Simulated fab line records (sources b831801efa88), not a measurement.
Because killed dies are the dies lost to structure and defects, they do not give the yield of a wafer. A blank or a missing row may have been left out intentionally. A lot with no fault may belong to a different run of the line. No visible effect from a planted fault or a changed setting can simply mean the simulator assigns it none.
Chamber matching	flow gf180mcu	GF_CONTACT_CMP_04 on cmp-02 has 4 sister chambers
The step polishes SiO2. 8 wafers are shown with their chamber, then 8 later ones without.

== EACH WAFER AND ITS CHAMBER ==
wafer	chamber	motor-current-A (A)	time-to-endpoint-s (s)
L794.6	3	15.9	113
L798.6	2	11.5	101
L803.1	3	15.6	107
L806.5	1	13.5	113
L807.2	1	13.8	100
L807.3	2	11.5	98
L807.6	0	10.0	99
L810.1	0	10.6	97

== WAFERS WHOSE CHAMBER IS MISSING ==
wafer	motor-current-A (A)	time-to-endpoint-s (s)
L810.4	15.0	105
L810.6	10.8	104
L811.3	15.1	101
L811.4	11.1	109
L811.6	12.9	110
L814.2	15.0	102
L814.4	10.0	102
L814.6	13.8	101

== THE CHAMBER EACH PASSED THROUGH ==
wafer	from the rows above	in truth
L810.4	3	3
L810.6	can't be placed: 0 or 2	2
L811.3	3	3
L811.4	can't be placed: 2 or 0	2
L811.6	1	1
L814.2	can't be placed: 3 or 1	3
L814.4	0	0
L814.6	1	1
Placed correctly: 5 of 8. Cannot be placed on the basis of these rows: 3; the candidates contain the true chamber in 3. Placed wrongly: 0.
How it was worked out, from the rows above alone: a wafer's distance from a chamber is the root of the sum, over the readings, of the square of ((its reading less the chamber's mean) divided by the reading's scatter). The wafer belongs to the nearest chamber; if the next one is less than 2 further off, it can't be placed. The mean given for a chamber averages the wafers shown for that chamber. How the scatter is found: for the shown wafers, subtract from each reading the mean of its chamber, square and add these, divide the total by (wafers less chambers), then take the root.
